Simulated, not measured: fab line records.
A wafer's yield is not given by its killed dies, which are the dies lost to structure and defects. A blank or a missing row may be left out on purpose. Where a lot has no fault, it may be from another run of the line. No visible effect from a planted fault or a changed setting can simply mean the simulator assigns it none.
fab line records + flow sky130
record
- lots=12
- wafers=36
- lastDay=50
route steps=708 shown FIELD_ISO@26 VT_ADJUST_NCORE@126 VT_ADJUST_HVTR@137
lots untouched by any fault: they come from a run of this same line in which no faults occurred
startH: the number of hours between the record's first day and the start of the first shown wafer of the lot + waitH: how many hours have passed since the lot's step before this one + " unchanged from the row above + L1.1+2: several wafers, shown together as one row + - value missing, or start not given + * or withheld: withheld + < > ~ a bound
route shown NAME@n: a module of which the file shows steps, and the number in the route of the first + usual: mean/standard deviation of fault-free wafers + same: alike in all rows + chamber/n: place in a boat + sites: per-site readings + _std_site: their standard deviation + _edge_site: the outer-site mean with the inner-site mean subtracted + radiusMm: for every site, how far away it sits from the centre of the wafer + mask NAME#n: copy n + behind: tool/chamber where the wafer was last shaped + hold: why the lot was held/for how many hours/how that ended + device: the transistor (n, p or np) that didn't switch + end of line: at the end of the route, the tests of the same wafers + a step without rows: its recipe alone + killed: dies that structure and defects cost at the first sort, which is not the same as the wafer's yield + map: shows each die of a wafer: x if killed, . if not, _ if none is there
set.NAME: the run value of the setting; set.NAME@STEP: its run value at that earlier step + model.NAME: the simulator's own value behind a step, which no gauge read
steps of the route over a sample of lots; a table a step, a row a wafer
## steps
# step SKY_FIELD_ISO_THK_MEAS_25
# recipe
- reads=SiO2_of_FIELD_ISO_CVD_24
# usual
- FIELD_ISO_CVD_24_THK=593/6.7
| lot.wafer | tool         | chamber | startH | waitH | FIELD_ISO_CVD_24_THK[nm] |
|-----------|--------------|---------|--------|-------|--------------------------|
| L300.1    | filmMetro-03 | -       | 31.83  | 0.0   | 595                      |
| L300.4    | "            | -       | "      | "     | 596                      |
| L300.6    | "            | -       | "      | "     | 580                      |
| L301.2    | filmMetro-03 | -       | 38.79  | 0.0   | 599                      |
| L301.5    | "            | -       | "      | "     | 594                      |
| L301.6    | "            | -       | "      | "     | 604                      |
| L302.2    | filmMetro-01 | -       | 41.91  | 0.0   | 591                      |
| L302.4    | "            | -       | "      | "     | 588                      |
| L302.5    | "            | -       | "      | "     | 580                      |
| L303.2    | filmMetro-01 | -       | 45.76  | 0.0   | 588                      |
| L303.4    | "            | -       | "      | "     | 590                      |
| L303.6    | "            | -       | "      | "     | 596                      |
| L309.1    | filmMetro-01 | -       | 77.55  | 0.0   | 600                      |
| L309.5    | "            | -       | "      | "     | 587                      |
| L309.6    | "            | -       | "      | "     | 597                      |
| L310.1    | filmMetro-02 | -       | 81.69  | 0.0   | 581                      |
| L310.2    | "            | -       | "      | "     | 588                      |
| L310.5    | "            | -       | "      | "     | 592                      |
| L312.3    | filmMetro-03 | -       | 95.75  | 0.1   | 599                      |
| L312.4    | "            | -       | "      | "     | 595                      |
| L312.5    | "            | -       | "      | "     | 599                      |
| L313.1    | filmMetro-01 | -       | 99.61  | 0.1   | 596                      |
| L313.4    | "            | -       | "      | "     | 596                      |
| L313.6    | "            | -       | "      | "     | 602                      |
| L314.1    | filmMetro-03 | -       | 104.40 | 0.0   | 587                      |
| L314.2    | "            | -       | "      | "     | 589                      |
| L314.3    | "            | -       | "      | "     | 590                      |
| L321.2    | filmMetro-02 | -       | 141.72 | 0.0   | 585                      |
| L321.4    | "            | -       | "      | "     | 590                      |
| L321.5    | "            | -       | "      | "     | 583                      |
| L322.1    | filmMetro-02 | -       | 146.60 | 0.0   | 592                      |
| L322.2    | "            | -       | "      | "     | 606                      |
| L322.5    | "            | -       | "      | "     | 599                      |
| L323.3    | filmMetro-02 | -       | 150.63 | 0.1   | 590                      |
| L323.5    | "            | -       | "      | "     | 599                      |
| L323.6    | "            | -       | "      | "     | 584                      |
# step SKY_VT_ADJUST_NCORE_CD_MEAS_07
# recipe
- targetCdNm=380
# usual
- cdNm=380.4/2.5
| lot.wafer | tool     | chamber | startH | waitH | cdNm  |
|-----------|----------|---------|--------|-------|-------|
| L300.1    | cdSem-02 | -       | 183.38 | 0.1   | 384.4 |
| L300.4    | "        | -       | "      | "     | 381.6 |
| L300.6    | "        | -       | "      | "     | 383.3 |
| L301.2    | cdSem-01 | -       | 190.58 | 0.1   | 379.9 |
| L301.5    | "        | -       | "      | "     | 382.4 |
| L301.6    | "        | -       | "      | "     | 380.0 |
| L302.2    | cdSem-02 | -       | 190.88 | 0.1   | 384.4 |
| L302.4    | "        | -       | "      | "     | 383.3 |
| L302.5    | "        | -       | "      | "     | 381.9 |
| L303.2    | cdSem-01 | -       | 199.13 | 0.1   | 380.6 |
| L303.4    | "        | -       | "      | "     | 380.3 |
| L303.6    | "        | -       | "      | "     | 381.0 |
| L309.1    | cdSem-01 | -       | 244.64 | 0.1   | 376.2 |
| L309.5    | "        | -       | "      | "     | 376.7 |
| L309.6    | "        | -       | "      | "     | 377.8 |
| L310.1    | cdSem-01 | -       | 248.86 | 0.1   | 381.7 |
| L310.2    | "        | -       | "      | "     | 381.6 |
| L310.5    | "        | -       | "      | "     | 382.4 |
| L312.3    | cdSem-02 | -       | 268.77 | 0.2   | 373.7 |
| L312.4    | "        | -       | "      | "     | 375.1 |
| L312.5    | "        | -       | "      | "     | 374.8 |
| L313.1    | cdSem-01 | -       | 275.24 | 0.1   | 382.3 |
| L313.4    | "        | -       | "      | "     | 382.0 |
| L313.6    | "        | -       | "      | "     | 381.5 |
| L314.1    | cdSem-02 | -       | 278.68 | 0.1   | 381.8 |
| L314.2    | "        | -       | "      | "     | 382.3 |
| L314.3    | "        | -       | "      | "     | 381.2 |
| L321.2    | cdSem-01 | -       | 333.78 | 0.1   | 384.6 |
| L321.4    | "        | -       | "      | "     | 380.9 |
| L321.5    | "        | -       | "      | "     | 382.1 |
| L322.1    | cdSem-02 | -       | 338.69 | 0.1   | 377.2 |
| L322.2    | "        | -       | "      | "     | 383.7 |
| L322.5    | "        | -       | "      | "     | 378.4 |
| L323.3    | cdSem-01 | -       | 345.70 | 0.1   | 378.5 |
| L323.5    | "        | -       | "      | "     | 378.9 |
| L323.6    | "        | -       | "      | "     | 378.7 |
# step SKY_VT_ADJUST_NCORE_OVL_MEAS_08
# usual
- VT_ADJUST_NCORE_OVL=0.2/1.7
| lot.wafer | tool       | chamber | startH | waitH | VT_ADJUST_NCORE_OVL[nm] |
|-----------|------------|---------|--------|-------|-------------------------|
| L300.1    | overlay-01 | -       | 183.50 | 0.1   | 0.4                     |
| L300.4    | "          | -       | "      | "     | 0.6                     |
| L300.6    | "          | -       | "      | "     | -0.4                    |
| L301.2    | overlay-01 | -       | 190.68 | 0.1   | -3.7                    |
| L301.5    | "          | -       | "      | "     | 0.2                     |
| L301.6    | "          | -       | "      | "     | -2.8                    |
| L302.2    | overlay-02 | -       | 190.98 | 0.1   | 1.0                     |
| L302.4    | "          | -       | "      | "     | -1.0                    |
| L302.5    | "          | -       | "      | "     | -0.4                    |
| L303.2    | overlay-02 | -       | 199.23 | 0.1   | -1.9                    |
| L303.4    | "          | -       | "      | "     | -1.2                    |
| L303.6    | "          | -       | "      | "     | -0.7                    |
| L309.1    | overlay-01 | -       | 244.76 | 0.1   | 2.3                     |
| L309.5    | "          | -       | "      | "     | 1.5                     |
| L309.6    | "          | -       | "      | "     | 3.8                     |
| L310.1    | overlay-01 | -       | 248.98 | 0.1   | 1.7                     |
| L310.2    | "          | -       | "      | "     | 0.3                     |
| L310.5    | "          | -       | "      | "     | -0.7                    |
| L312.3    | overlay-02 | -       | 268.86 | 0.1   | -1.3                    |
| L312.4    | "          | -       | "      | "     | 0.2                     |
| L312.5    | "          | -       | "      | "     | 2.0                     |
| L313.1    | overlay-01 | -       | 275.36 | 0.1   | 3.3                     |
| L313.4    | "          | -       | "      | "     | 4.3                     |
| L313.6    | "          | -       | "      | "     | 3.0                     |
| L314.1    | overlay-01 | -       | 278.80 | 0.1   | 1.9                     |
| L314.2    | "          | -       | "      | "     | 1.1                     |
| L314.3    | "          | -       | "      | "     | 1.7                     |
| L321.2    | overlay-01 | -       | 333.88 | 0.1   | -0.2                    |
| L321.4    | "          | -       | "      | "     | 1.4                     |
| L321.5    | "          | -       | "      | "     | -0.7                    |
| L322.1    | overlay-01 | -       | 338.81 | 0.1   | 0.7                     |
| L322.2    | "          | -       | "      | "     | 1.1                     |
| L322.5    | "          | -       | "      | "     | -0.4                    |
| L323.3    | overlay-01 | -       | 345.79 | 0.1   | -1.4                    |
| L323.5    | "          | -       | "      | "     | -2.9                    |
| L323.6    | "          | -       | "      | "     | -0.6                    |
# step SKY_VT_ADJUST_HVTR_DEVELOP_06
# recipe
- developTimeS=60
- devTempC=23
| lot.wafer  | tool          | chamber | startH | waitH |
|------------|---------------|---------|--------|-------|
| L300.1+4+6 | lithoTrack-03 | 0       | 204.53 | 0.1   |
| L301.2+5+6 | lithoTrack-03 | 0       | 211.90 | 0.1   |
| L302.2+4+5 | lithoTrack-04 | 0       | 211.92 | 0.1   |
| L303.2+4+6 | lithoTrack-04 | 0       | 220.97 | 0.1   |
| L309.1+5+6 | lithoTrack-03 | 0       | 268.48 | 0.1   |
| L310.1+2+5 | lithoTrack-03 | 0       | 272.58 | 0.1   |
| L312.3+4+5 | lithoTrack-03 | 0       | 294.33 | 0.1   |
| L313.1+4+6 | lithoTrack-01 | 0       | 300.74 | 0.1   |
| L314.1+2+3 | lithoTrack-01 | 0       | 304.09 | 0.1   |
| L321.2+4+5 | lithoTrack-04 | 0       | 361.72 | 0.1   |
| L322.1+2+5 | lithoTrack-04 | 0       | 366.70 | 0.1   |
| L323.3+5+6 | lithoTrack-01 | 0       | 374.19 | 0.1   |
# step SKY_VT_ADJUST_HVTR_CD_MEAS_07
# recipe
- targetCdNm=380
# usual
- cdNm=379.5/2.1
| lot.wafer | tool     | chamber | startH | waitH | cdNm  |
|-----------|----------|---------|--------|-------|-------|
| L300.1    | cdSem-01 | -       | 204.68 | 0.1   | 380.4 |
| L300.4    | "        | -       | "      | "     | 379.0 |
| L300.6    | "        | -       | "      | "     | 380.0 |
| L301.2    | cdSem-02 | -       | 212.05 | 0.1   | 379.1 |
| L301.5    | "        | -       | "      | "     | 382.8 |
| L301.6    | "        | -       | "      | "     | 380.1 |
| L302.2    | cdSem-01 | -       | 212.07 | 0.1   | 378.1 |
| L302.4    | "        | -       | "      | "     | 378.9 |
| L302.5    | "        | -       | "      | "     | 376.5 |
| L303.2    | cdSem-01 | -       | 221.12 | 0.1   | 382.6 |
| L303.4    | "        | -       | "      | "     | 381.6 |
| L303.6    | "        | -       | "      | "     | 380.9 |
| L309.1    | cdSem-01 | -       | 268.63 | 0.1   | 284.0 |
| L309.5    | "        | -       | "      | "     | 283.1 |
| L309.6    | "        | -       | "      | "     | 280.6 |
| L310.1    | cdSem-01 | -       | 272.73 | 0.1   | 278.6 |
| L310.2    | "        | -       | "      | "     | 280.6 |
| L310.5    | "        | -       | "      | "     | 280.6 |
| L312.3    | cdSem-02 | -       | 294.47 | 0.1   | 303.2 |
| L312.4    | "        | -       | "      | "     | 305.0 |
| L312.5    | "        | -       | "      | "     | 303.1 |
| L313.1    | cdSem-01 | -       | 300.89 | 0.1   | 381.2 |
| L313.4    | "        | -       | "      | "     | 380.8 |
| L313.6    | "        | -       | "      | "     | 380.1 |
| L314.1    | cdSem-01 | -       | 304.24 | 0.1   | 382.9 |
| L314.2    | "        | -       | "      | "     | 383.3 |
| L314.3    | "        | -       | "      | "     | 380.7 |
| L321.2    | cdSem-02 | -       | 361.87 | 0.1   | 378.7 |
| L321.4    | "        | -       | "      | "     | 375.1 |
| L321.5    | "        | -       | "      | "     | 378.7 |
| L322.1    | cdSem-02 | -       | 366.85 | 0.1   | 379.0 |
| L322.2    | "        | -       | "      | "     | 377.0 |
| L322.5    | "        | -       | "      | "     | 378.8 |
| L323.3    | cdSem-01 | -       | 374.33 | 0.1   | 378.9 |
| L323.5    | "        | -       | "      | "     | 374.4 |
| L323.6    | "        | -       | "      | "     | 379.6 |
## key
firstSign
- step=SKY_VT_ADJUST_HVTR_CD_MEAS_07
- reading=cdNm
- direction=down
- sigmas=43
- usual=379.5
- struck=288.7
- through=controlLoop
effect none on later readings
metAt SKY_VT_ADJUST_HVTR_DEVELOP_06
struckLots L309,L310,L312
testerLeftOut L309,L310,L312
loopTrim
- step=SKY_VT_ADJUST_HVTR_EXPOSE_04
- setting=dose
- lots=L312
notActingAt SKY_FIELD_ISO_THK_MEAS_25,SKY_VT_ADJUST_NCORE_CD_MEAS_07,SKY_VT_ADJUST_NCORE_OVL_MEAS_08
onsetBetween 211.90 268.48
fault
- kind=processParameterDrift
- tool=lithoTrack-03
- chamber=-
- onsetH=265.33
- steps=SKY_VT_ADJUST_HVTR_DEVELOP_06
- channel=developTimeS
- offset=*
- shape=step
- endH=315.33
- actsIn=*
- stated=*
# testerLeftOut: of these lots the tester's yield and bins aren't shown, on N5 and GAA mostly nor the transistor test; their killed dies are dies lost to structure and defects alone, not to doping, threshold or leakage, so they don't give the yield
# loopTrim: a control loop set the setting to another value than it would have without faults
